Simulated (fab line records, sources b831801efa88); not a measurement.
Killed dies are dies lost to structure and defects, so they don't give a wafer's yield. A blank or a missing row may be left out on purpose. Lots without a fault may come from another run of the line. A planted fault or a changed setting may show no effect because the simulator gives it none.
Problem report in the 8D (eight disciplines) form, filled by code | flow gf180mcu | the parts of the form that need people (team, actions taken, sign-off) are left out

1. THE PROBLEM
NSD_RS at GF_PSD_RS_MEAS_14 reads a mean of 44.45 ohm/sq on 4 wafers of 2 lots; wafers without a fault read 46.10 ohm/sq with a standard deviation of 0.077. That is -21 standard deviations from the usual mean.
The step: measures by four-point-probe.
First seen on wafer L798.3, day 17 11:10, on film_metro-03. The record holds 36 wafers of 12 lots with a number at this step. Rule for "out", or "out of limits": more than 4 standard deviations from the usual mean. The other wafers with a number count as sound.

2. WHAT IT IS AND WHAT IT IS NOT
question                    | is                             | is not
which readings at this step | NSD_RS                         | -
which lots                  | L798, L799                     | L791, L793, L796, L797, L804, L808, L809, L810, L811, L813
which wafers of those lots  | L798.3, L799.1, L799.3, L799.6 | L798.4, L798.5
read on which gauges        | film_metro-02, film_metro-03   | film_metro-01
when                        | from day 17 11:10              | up to then (14 sound wafers); but 18 sound wafers of L804, L808, L809, L810, L811, L813 came after

3. SUSPECTS, AND WHAT RULES EACH OUT
Counting: a tool at a process step up to the reading stays a suspect if it ran every lot that is out. Sound lots after the first of them don't rule it out here, since some wafers of a struck lot are sound.
- the gauge at GF_PSD_RS_MEAS_14: ruled out. The wafers that are out were read on 2 gauges (film_metro-02, film_metro-03).
- plasma_asher-02 at GF_DUAL_GATE_STRIP_13 (strips in O2/N2): kept. It ran every lot that is out, first L798 (day 10 21:56); its last sound lot up to then is L791 (day 8 23:06).
- rtp_anneal-01 at GF_HV_LDD_RTA_52 (time 10 s): kept. It ran every lot that is out, first L798 (day 15 10:37); its last sound lot up to then is L796 (day 14 21:38).
- rtp_anneal-01 at GF_PSD_RTA_13 (time 20 s): kept. It ran every lot that is out, first L798 (day 17 11:04); its last sound lot up to then is L796 (day 16 21:51). Its own readings are out on those wafers: run_length_s.
Left after counting: plasma_asher-02 at GF_DUAL_GATE_STRIP_13, rtp_anneal-01 at GF_HV_LDD_RTA_52, rtp_anneal-01 at GF_PSD_RTA_13.

4. THE CAUSE (what the simulator had put in)
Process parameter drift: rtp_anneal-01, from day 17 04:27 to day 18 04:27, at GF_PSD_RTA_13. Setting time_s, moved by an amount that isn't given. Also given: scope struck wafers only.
Counting left 3 suspects, and this tool is among them.

5. THE CHAIN OF EFFECTS, in route order
Each row: a reading whose mean over the struck wafers that have a number lies more than 3 standard deviations from the usual. Only readings for which the record gives a usual standard deviation are gone through. hours: the time from each lot's start at the first step in this table that gives one to its start at this step, as a median over the lots. sigmas: the change in usual standard deviations.
hours | step              | reading      | usual         | on struck wafers | change | sigmas
0     | GF_PSD_RTA_13     | run_length_s | 48.7 s        | 56.6             | +7.9   | +12
0     | GF_PSD_RS_MEAS_14 | NSD_RS       | 46.10 ohm/sq  | 44.45            | -1.65  | -21
0     | GF_PSD_RS_MEAS_15 | PSD_RS       | 108.50 ohm/sq | 104.42           | -4.08  | -17
The process steps in it:
- GF_PSD_RTA_13: time 20 s.

6. WHAT WOULD HAVE CAUGHT IT SOONER
In this record the first reading out of limits at a measuring or inspecting step was taken at day 17 11:10, 7 hours after the fault began at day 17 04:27.
The tool's own readings at GF_PSD_RTA_13 were out on every struck wafer that the step has a row for (run_length_s): an alarm limit on them would have fired on the first of those.
Of the lots that are out (2), L799 began GF_PSD_RTA_13 on rtp_anneal-01 after day 17 11:10. A hold on the tool at that time would have spared it.
